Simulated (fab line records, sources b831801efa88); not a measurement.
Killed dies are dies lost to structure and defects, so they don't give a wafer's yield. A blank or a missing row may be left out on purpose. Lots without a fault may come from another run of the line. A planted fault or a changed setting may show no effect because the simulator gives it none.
One fault seen from 2 desks | flow gf180mcu | each desk has only its own numbers; what lay behind them comes last

THE METROLOGY DESK
What the gauges read, lot by lot, whatever tool the lot ran on: means of the sampled wafers that have a number. A lot is out of limits, marked OUT, if its mean lies more than 4 standard deviations from the usual mean; the brackets give that distance.
Columns: A = cd_nm at GF_NSD_CD_MEAS_07, usual 400.5 nm; B = PSD_TW at GF_PSD_TW_MEAS_11, usual 3170; C = PSD_RS at GF_PSD_RS_MEAS_15, usual 108.42 ohm/sq
lot  | first seen here | A     | B              | C
L110 | day 14 02:49    | 394.9 | 3192           | 108.55
L111 | day 14 13:32    | 398.8 | 2642 (-23) OUT | 178.80 (+99 or more) OUT
L112 | day 14 16:13    | 402.4 | 3176           | 108.44
L113 | day 15 05:32    | 401.8 | 2574 (-26) OUT | 181.25 (+99 or more) OUT
L117 | day 17 11:17    | 400.4 | 3180           | 108.53
L122 | day 18 21:16    | 403.1 | 3170           | 108.45
L124 | day 19 10:14    | 402.6 | 3181           | 108.28
L125 | day 19 17:13    | 402.6 | 3187           | 108.26
L126 | day 20 07:10    | 401.0 | 3163           | 108.30
L129 | day 20 21:05    | 399.9 | 3177           | 108.44
L130 | day 21 04:34    | 401.2 | 3177           | 108.10
This desk's finding: out of limits on L111, L113; first on L111, day 15 11:17 (PSD_TW at GF_PSD_TW_MEAS_11). In limits: L110, L112, L117, L122, L124, L125, L126, L129, L130.

THE TOOL OWNER'S DESK: implanter-04
The tool's own readings at GF_PSD_IMPLANT_09: means of the sampled wafers that have a number, for each lot that ran on this tool. A lot is out of limits, marked OUT, if its mean lies more than 4 standard deviations from the usual mean; the brackets give that distance.
Columns: A = dose_ions_cm2 at GF_PSD_IMPLANT_09, usual 1.5002e+15; B = end_station_pressure_torr at GF_PSD_IMPLANT_09, usual 1.17e-05 Torr; C = faraday_current_uA at GF_PSD_IMPLANT_09, usual 8230
lot  | first seen here | A                            | B                   | C
L110 | day 15 00:14    | 1.5016e+15                   | 1.14e-05            | 8208
L111 | day 15 11:02    | 6.7207e+14 (-99 or more) OUT | 7.87e-06 (-6.4) OUT | 3753 (-30) OUT
L113 | day 16 03:37    | 6.7057e+14 (-99 or more) OUT | 8.20e-06 (-5.8) OUT | 3715 (-30) OUT
L124 | day 20 10:57    | 1.4998e+15                   | 1.24e-05            | 8258
L125 | day 20 17:50    | 1.4997e+15                   | 1.18e-05            | 8269
This desk's finding: out of limits on L111, L113; first on L111, day 15 11:02 (dose_ions_cm2 at GF_PSD_IMPLANT_09). In limits: L110, L124, L125.

PUT TOGETHER
The tool owner's desk could have raised an alarm at day 15 11:02, on L111, L113.
The metrology desk could have raised an alarm at day 15 11:17, on L111, L113.
Of the lots named, all ran GF_PSD_IMPLANT_09 on implanter-04.

WHAT THE SIMULATOR HAD PUT IN
Process parameter drift: implanter-04, from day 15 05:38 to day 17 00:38, at GF_PSD_IMPLANT_09. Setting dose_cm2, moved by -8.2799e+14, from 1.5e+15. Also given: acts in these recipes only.
Lots struck among those shown: L111, L113.
Hours from the fault's start to each desk's first reading out of limits: the tool owner's desk, 5; the metrology desk, 6.
